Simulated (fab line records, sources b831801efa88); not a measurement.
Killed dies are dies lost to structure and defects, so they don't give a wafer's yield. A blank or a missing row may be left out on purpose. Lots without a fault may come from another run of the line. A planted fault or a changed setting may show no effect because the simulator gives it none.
Tool commonality check | flow sky130 | 13 lots, 39 wafers sampled

WHY IT WAS OPENED
At SKY_VT_ADJUST_NCORE_CD_MEAS_07 the reading cd_nm is flagged on 2 of 13 lots. Wafers without a fault read 380.1 nm, standard deviation 2.7.
Rule: a lot is flagged when every wafer of it that has a number lies more than 4 standard deviations from that mean, or none has a number. The other lots count as sound.

lot  | measured     | on        | cd_nm (nm), wafer by wafer | flag
L694 | day 8 21:47  | cd_sem-02 | 380.3 380.0 380.4          |
L695 | day 9 17:30  | cd_sem-02 | 379.8 378.3 377.2          |
L697 | day 9 17:50  | cd_sem-01 | 378.8 378.3 376.5          |
L696 | day 9 19:20  | cd_sem-01 | 376.3 376.1 374.1          |
L700 | day 10 13:20 | cd_sem-02 | 374.4 378.3 376.7          |
L702 | day 10 20:35 | cd_sem-02 | 382.1 381.2 383.9          |
L704 | day 11 11:32 | cd_sem-01 | 262.1 261.7 261.3          | FLAGGED
L705 | day 11 21:42 | cd_sem-01 | 254.6 255.6 257.6          | FLAGGED
L709 | day 13 04:49 | cd_sem-02 | 379.9 381.5 380.2          |
L710 | day 13 14:11 | cd_sem-01 | 381.1 383.2 381.5          |
L714 | day 14 17:49 | cd_sem-02 | 378.9 380.4 376.5          |
L716 | day 15 04:41 | cd_sem-01 | 381.4 382.7 381.1          |
L717 | day 15 10:01 | cd_sem-02 | 378.1 379.6 380.2          |
The numbers of the flagged lots are 258.8 nm on average: -121.3 nm against the usual, or -45 standard deviations.

WHICH TOOL RAN EACH LOT
The record holds 2 process steps before the reading, out of a route of 708 steps. In each cell: the tool, then ch and the chambers that the sampled wafers went through, then the start.
lot  | flag    | SKY_VT_ADJUST_LVTN_STRIP_20          | SKY_VT_ADJUST_NCORE_DEVELOP_06
L694 |         | plasma_asher-02 ch 0,1, day 8 00:43  | litho_track-01 ch 0, day 8 21:38
L695 |         | plasma_asher-03 ch 0,1, day 8 20:01  | litho_track-01 ch 0, day 9 17:21
L697 |         | plasma_asher-02 ch 0,1, day 8 20:06  | litho_track-01 ch 0, day 9 17:42
L696 |         | plasma_asher-03 ch 0,1, day 8 21:19  | litho_track-01 ch 0, day 9 19:11
L700 |         | plasma_asher-02 ch 0,1, day 9 15:49  | litho_track-01 ch 0, day 10 13:11
L702 |         | plasma_asher-02 ch 0,1, day 9 21:55  | litho_track-04 ch 0, day 10 20:26
L704 | FLAGGED | plasma_asher-01 ch 0,1, day 10 12:19 | litho_track-01 ch 0, day 11 11:23
L705 | FLAGGED | plasma_asher-02 ch 0,1, day 10 21:55 | litho_track-01 ch 0, day 11 21:33
L709 |         | plasma_asher-03 ch 0,1, day 12 02:37 | litho_track-02 ch 0, day 13 04:40
L710 |         | plasma_asher-01 ch 0,1, day 12 12:28 | litho_track-04 ch 0, day 13 14:02
L714 |         | plasma_asher-03 ch 0,1, day 13 14:40 | litho_track-02 ch 0, day 14 17:40
L716 |         | plasma_asher-03 ch 0,1, day 14 01:34 | litho_track-02 ch 0, day 15 04:32
L717 |         | plasma_asher-03 ch 0,1, day 14 06:45 | litho_track-02 ch 0, day 15 09:52
What these steps do:
- SKY_VT_ADJUST_LVTN_STRIP_20: strips in O2/N2.
- SKY_VT_ADJUST_NCORE_DEVELOP_06: develop time 60 s.
- SKY_VT_ADJUST_NCORE_CD_MEAS_07: target cd 380 nm.

FLAGGED OVER TOTAL, TOOL BY TOOL (the gauges that took the reading come last)
step                           | tool            | lots run | flagged | share of the flagged lots | sound lots run after its first flagged lot
SKY_VT_ADJUST_LVTN_STRIP_20    | plasma_asher-01 | 2        | 1       | some                      | 1 (L710)
SKY_VT_ADJUST_LVTN_STRIP_20    | plasma_asher-02 | 5        | 1       | some                      | 0
SKY_VT_ADJUST_LVTN_STRIP_20    | plasma_asher-03 | 6        | 0       | none                      | -
SKY_VT_ADJUST_NCORE_DEVELOP_06 | litho_track-01  | 7        | 2       | all                       | 0
SKY_VT_ADJUST_NCORE_DEVELOP_06 | litho_track-02  | 4        | 0       | none                      | -
SKY_VT_ADJUST_NCORE_DEVELOP_06 | litho_track-04  | 2        | 0       | none                      | -
SKY_VT_ADJUST_NCORE_CD_MEAS_07 | cd_sem-01       | 6        | 2       | all                       | 2 (L710,L716)
SKY_VT_ADJUST_NCORE_CD_MEAS_07 | cd_sem-02       | 7        | 0       | none                      | -

WHAT THE TABLE ALLOWS
2 rows of the table ran every flagged lot: litho_track-01 at SKY_VT_ADJUST_NCORE_DEVELOP_06, cd_sem-01 at SKY_VT_ADJUST_NCORE_CD_MEAS_07.
- litho_track-01 at SKY_VT_ADJUST_NCORE_DEVELOP_06: 2 of its 7 lots flagged. Its last sound lot is L700 (day 10 13:11), its first flagged lot L704 (day 11 11:23): a fault that began between those two fits.
- cd_sem-01 at SKY_VT_ADJUST_NCORE_CD_MEAS_07: 2 of its 6 lots flagged. Sound lots ran on it after the first flagged one (L710, L716), which a lasting fault on the whole tool wouldn't allow.
One tool is left: litho_track-01 at SKY_VT_ADJUST_NCORE_DEVELOP_06.

WHAT THE SIMULATOR HAD PUT IN
Process parameter drift: litho_track-01, from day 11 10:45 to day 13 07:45, at SKY_VT_ADJUST_NCORE_DEVELOP_06. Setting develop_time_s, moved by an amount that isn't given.
Lots struck among those shown: L704, L705. The rule above found the same.
